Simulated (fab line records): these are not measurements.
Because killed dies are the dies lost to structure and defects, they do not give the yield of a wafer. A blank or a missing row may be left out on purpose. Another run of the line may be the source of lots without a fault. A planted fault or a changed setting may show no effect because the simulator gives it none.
Comparing a struck lot with a sound one	flow gf180mcu	23 steps out of a route of 602
Sound: the wafers L556.2, L556.5, L556.6. The struck wafers were L566.1, L566.2, L566.6. At the end, the cause is stated.
Order at every step that has rows: each side's tool, ch and its chambers, its first start. Under that, the readings that differ: sound wafers	struck wafers	difference of the means	sigmas: that difference in standard deviations of wafers without a fault.
alike: readings whose means differ by less than 2 such deviations, and words and numbers that are the same on both sides. not compared: withheld readings, readings that some wafer has no value for, bounds like >300 that may hide the same value, and numbers for which the record gives no deviation and whose values overlap.
Wherever a step has rows on one side only, a row that says differs or no value, or a row with sigmas, the two part there. Numbers that have no deviation but don't overlap get no sigmas and don't part them. Lack of a reading on every wafer of one side parts them only where that side has two or more wafers.

first, 5 steps without rows for these wafers: GF_HV_LDD_COAT_02 (resist thk 1000 nm); GF_HV_LDD_SOFTBAKE_03 (time 60 s); GF_HV_LDD_EXPOSE_04 (exposes mask Nplus LV AREA, target cd 400 nm); GF_HV_LDD_PEB_05; GF_HV_LDD_DEVELOP_06 (develop time 60 s).
GF_HV_LDD_CD_MEAS_07: the cd target is 400 nm.
  sound on cd sem-01, day 11 10:52; struck on cd sem-01, day 14 11:19
  alike: cd nm
GF_HV_LDD_OVL_MEAS_08:
  sound on overlay-01, day 11 10:58; struck on overlay-01, day 14 11:26
  alike: HV_LDD_OVL
next, for these wafers, 1 step has no rows: GF_HV_LDD_IMPLANT_09.
GF_HV_LDD_STRIP_10: strips in O2/N2.
  sound on plasma asher-02 ch 0,1, day 11 11:08; struck on plasma asher-02 ch 0,1, day 14 11:37
  alike: drypump motor current A, heater power w, oes product au, strip time to endpoint s
  not compared: rf hours counter h
GF_HV_LDD_TW_MEAS_11:
  sound on film metro-04, day 11 11:15; struck on film metro-02, day 14 11:43
  alike: HV_LDD_TW
then, 2 steps without rows for these wafers: GF_HV_LDD_DEHYDRATE_12 (time 60 s); GF_HV_LDD_HMDS_13 (prime time 60 s).
GF_HV_LDD_COAT_14: resist thk 1000 nm.
  sound on litho track-04 ch 0, day 11 20:02; struck on litho track-04 ch 0, day 14 21:49
reading	sound	struck	difference	sigmas
spin speed rpm (rpm)	2999.2 3003.2 3002.5	3218.4 3221.3 3221.2	+218.7	+99 or more
model.NOVOLAK_of_HV_LDD_COAT_14.thk nm (nm)	1000 1004 1005	967.1 966.4 965	-36.8	
then, 3 steps without rows for these wafers: GF_HV_LDD_SOFTBAKE_15 (time 60 s); GF_HV_LDD_EXPOSE_16 (exposes mask Pplus LV AREA, target cd 400 nm); GF_HV_LDD_PEB_17.
GF_HV_LDD_DEVELOP_18: develop time 60 s.
  sound on litho track-04 ch 0, day 12 05:38; struck on litho track-01 ch 0, day 15 08:32
reading	sound	struck	difference	sigmas
model.NOVOLAK_of_HV_LDD_COAT_14.thk nm (nm)	999.9 1004 1004	966.6 966 964.6	-36.9	
GF_HV_LDD_CD_MEAS_19: the cd target is 400 nm.
  sound on cd sem-01, day 12 05:47; struck on cd sem-01, day 15 08:41
reading	sound	struck	difference	sigmas
cd nm (nm)	397.4 396.9 393.3	403.1 402.6 401.5	+6.5	+3
GF_HV_LDD_OVL_MEAS_20:
  sound on overlay-01, day 12 05:53; struck on overlay-01, day 15 08:48
  alike: HV_LDD_01_OVL
next, for these wafers, 1 step has no rows: GF_HV_LDD_IMPLANT_21.
GF_HV_LDD_STRIP_22: strips in O2/N2.
  sound on plasma asher-03 ch 0,1, day 12 06:04; struck on plasma asher-03 ch 0,1, day 15 08:59
reading	sound	struck	difference	sigmas
strip time to endpoint s (s)	12.62 12.69 12.69	12.24 12.24 12.22	-0.43	-13
  alike: drypump motor current A, heater power w, oes product au
  not compared: rf hours counter h
GF_HV_LDD_TW_MEAS_23:
  sound on film metro-02, day 12 06:11; struck on film metro-03, day 15 09:05
reading	sound	struck	difference	sigmas
HV_LDD_2_TW	1057 1056 1059	1042 1044 1044	-14	-2
-- the record jumps here: 18 days lie between the struck wafers' starts before and after (it left off in module HV_LDD and takes up again in module PASSIVATION, whose first step shown is number 602 of the route) --
GF_PASSIVATION_PROBE_99:
  only the struck wafers here have rows in the record (prober-01, day 33 03:26); the sound ones have none

== WHERE THEY PART ==
At GF_HV_LDD_COAT_14 first; at GF_PASSIVATION_PROBE_99 last (within this record only).

WHY: the cause the simulator had injected
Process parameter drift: litho track-04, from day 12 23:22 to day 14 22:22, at GF_HV_LDD_COAT_14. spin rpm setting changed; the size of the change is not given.
